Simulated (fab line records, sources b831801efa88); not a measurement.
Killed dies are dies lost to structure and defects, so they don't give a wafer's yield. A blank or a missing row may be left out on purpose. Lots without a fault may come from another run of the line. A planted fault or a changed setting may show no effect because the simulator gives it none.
Which tool did it? | flow sky130 | 24 lots, 72 wafers sampled, at 3 steps of a route of 708

WHAT THE GAUGES READ, wafer by wafer
SKY_CONTACT_RS_MEAS_25: measures by four-point-probe. Usual: CONTACT_W_RS 0.340 ohm/sq, standard deviation 0.0034.
lot  | measured     | on            | CONTACT_W_RS (ohm/sq) | flag
L074 | day 30 18:37 | film_metro-01 | 0.337 0.339 0.337     |
L075 | day 31 08:22 | film_metro-04 | 0.347 0.342 0.341     |
L076 | day 31 17:44 | film_metro-01 | 0.339 0.337 0.341     |
L077 | day 32 05:08 | film_metro-03 | 0.339 0.342 0.340     |
L078 | day 32 21:02 | film_metro-03 | 0.342 0.343 0.339     |
L079 | day 33 10:10 | film_metro-04 | 0.330 0.336 0.333     |
L080 | day 33 16:01 | film_metro-04 | 0.338 0.340 0.334     |
L081 | day 33 20:06 | film_metro-04 | 0.336 0.340 0.340     |
L082 | day 34 11:05 | film_metro-04 | 0.338 0.337 0.340     |
L084 | day 34 17:20 | film_metro-03 | 0.337 0.341 0.337     |
L083 | day 34 18:58 | film_metro-03 | 0.340 0.340 0.343     |
L085 | day 34 21:38 | film_metro-04 | 0.340 0.343 0.339     |
L086 | day 35 06:55 | film_metro-01 | 0.344 0.341 0.348     |
L087 | day 35 15:52 | film_metro-03 | 0.339 0.343 0.344     |
L088 | day 35 20:11 | film_metro-04 | 0.342 0.343 0.341     |
L090 | day 37 06:01 | film_metro-04 | 0.341 0.342 0.344     |
L091 | day 37 06:02 | film_metro-01 | 0.342 0.341 0.339     |
L089 | day 37 06:07 | film_metro-03 | 0.342 0.341 0.342     |
L092 | day 37 07:57 | film_metro-03 | 0.344 0.342 0.350     |
L093 | day 37 17:07 | film_metro-01 | 0.338 0.334 0.344     |
L094 | day 38 10:10 | film_metro-01 | 0.344 0.343 0.343     |
L096 | day 39 02:56 | film_metro-01 | 0.333 0.338 0.333     |
L095 | day 39 03:17 | film_metro-04 | 0.343 0.343 0.339     |
L097 | day 39 07:52 | film_metro-03 | 0.339 0.343 0.342     |

SKY_CAPM_OVL_MEAS_12. Usual: CAPM_OVL -0.6 nm, standard deviation 1.8.
lot  | measured     | on         | CAPM_OVL (nm)  | flag
L074 | day 36 14:14 | overlay-02 | 1.3 2.2 2.4    |
L075 | day 37 03:32 | overlay-02 | -1.6 -0.1 0.3  |
L076 | day 37 11:37 | overlay-02 | 0.7 0.3 0.5    |
L077 | day 38 00:55 | overlay-01 | -2.1 -2.9 -2.8 |
L078 | day 38 14:19 | overlay-01 | -2.9 -0.7 -1.1 |
L079 | day 39 04:33 | overlay-02 | 0.3 -0.6 -0.1  |
L080 | day 39 08:29 | overlay-02 | -3.0 -3.0 -1.9 |
L081 | day 39 16:34 | overlay-02 | 1.2 1.8 1.9    |
L082 | day 40 00:29 | overlay-02 | 1.7 3.7 4.6    |
L084 | day 40 07:32 | overlay-02 | -0.5 -0.8 -0.9 |
L083 | day 40 09:58 | overlay-01 | -1.1 -3.4 -1.6 |
L085 | day 40 10:29 | overlay-02 | 3.6 1.7 0.4    |
L086 | day 40 20:23 | overlay-02 | 0.4 -0.2 0.1   |
L087 | day 41 03:39 | overlay-01 | -2.6 -1.8 -2.0 |
L088 | day 41 10:01 | overlay-01 | 2.0 0.2 1.3    |
L090 | day 42 14:32 | overlay-02 | -1.2 0.0 -0.9  |
L091 | day 42 14:47 | overlay-01 | -1.0 -1.2 0.3  |
L089 | day 42 15:05 | overlay-01 | -2.8 -2.7 -1.2 |
L092 | day 42 15:38 | overlay-02 | 0.5 0.4 -1.4   |
L093 | day 43 01:08 | overlay-01 | -1.2 -0.7 0.9  |
L094 | day 43 16:24 | overlay-02 | -0.6 -0.2 -2.2 |
L096 | day 44 07:41 | overlay-01 | -1.7 -1.1 -1.1 |
L095 | day 44 08:16 | overlay-02 | 0.2 1.1 -0.7   |
L097 | day 44 13:10 | overlay-01 | -5.2 -5.1 -4.6 |

WHICH TOOL RAN EACH LOT (tool, then ch and the chambers of the sampled wafers, then the start)
lot  | SKY_METAL1_SPUTTER_03
L074 | pvd_sputter-04, day 30 19:10
L075 | pvd_sputter-02, day 31 08:52
L076 | pvd_sputter-04, day 31 18:16
L077 | pvd_sputter-03, day 32 05:40
L078 | pvd_sputter-04, day 32 21:35
L079 | pvd_sputter-03, day 33 10:40
L080 | pvd_sputter-03, day 33 16:34
L081 | pvd_sputter-03, day 33 20:39
L082 | pvd_sputter-04, day 34 11:38
L084 | pvd_sputter-02, day 34 17:50
L083 | pvd_sputter-04, day 34 19:31
L085 | pvd_sputter-04, day 34 22:09
L086 | pvd_sputter-02, day 35 07:28
L087 | pvd_sputter-02, day 35 16:23
L088 | pvd_sputter-02, day 35 20:44
L090 | pvd_sputter-04, day 37 06:31
L091 | pvd_sputter-03, day 37 06:34
L089 | pvd_sputter-02, day 37 06:49
L092 | pvd_sputter-02, day 37 08:27
L093 | pvd_sputter-04, day 37 17:40
L094 | pvd_sputter-02, day 38 10:41
L096 | pvd_sputter-02, day 39 03:31
L095 | pvd_sputter-04, day 39 04:07
L097 | pvd_sputter-03, day 39 08:25
- SKY_METAL1_SPUTTER_03: material Ti, target thk 5 nm, time 3.3 s.

WHAT THE TOOLS THEMSELVES READ (means of the sampled wafers that have a number; where no wafer has one, the mark that the record gives instead)
SKY_METAL1_SPUTTER_03. Usual: throttle_valve_pct 30.0 %, standard deviation 1.3.
lot  | tool           | throttle_valve_pct (%) | flag
L074 | pvd_sputter-04 | 31.3                   |
L075 | pvd_sputter-02 | 29.5                   |
L076 | pvd_sputter-04 | 31.2                   |
L077 | pvd_sputter-03 | 30.1                   |
L078 | pvd_sputter-04 | 31.3                   |
L079 | pvd_sputter-03 | 29.5                   |
L080 | pvd_sputter-03 | 29.7                   |
L081 | pvd_sputter-03 | 30.1                   |
L082 | pvd_sputter-04 | 29.9                   |
L084 | pvd_sputter-02 | 30.0                   |
L083 | pvd_sputter-04 | 30.0                   |
L085 | pvd_sputter-04 | 30.9                   |
L086 | pvd_sputter-02 | 29.5                   |
L087 | pvd_sputter-02 | 28.8                   |
L088 | pvd_sputter-02 | 29.8                   |
L090 | pvd_sputter-04 | 30.2                   |
L091 | pvd_sputter-03 | 29.9                   |
L089 | pvd_sputter-02 | 29.9                   |
L092 | pvd_sputter-02 | 29.3                   |
L093 | pvd_sputter-04 | 29.1                   |
L094 | pvd_sputter-02 | 29.1                   |
L096 | pvd_sputter-02 | 29.5                   |
L095 | pvd_sputter-04 | 30.9                   |
L097 | pvd_sputter-03 | 29.4                   |

THE ANSWER, worked out from the rows above alone
Rule: a lot is off if the mean of its wafers that have a number lies more than 3 standard deviations from the usual mean. A lot without any number at a reading at which 4 lots or more have one is off too. The other lots that the step has rows for count as sound. The gauges are gone through in route order, then the tools' own readings, and for those a lot's mean is taken as printed above. The first step at which some lot is off is used, and at that step the reading that is off furthest; a lot without a number counts as furthest.
No lot is off at any reading shown: from this, nothing can be told.

WHAT THE SIMULATOR HAD PUT IN
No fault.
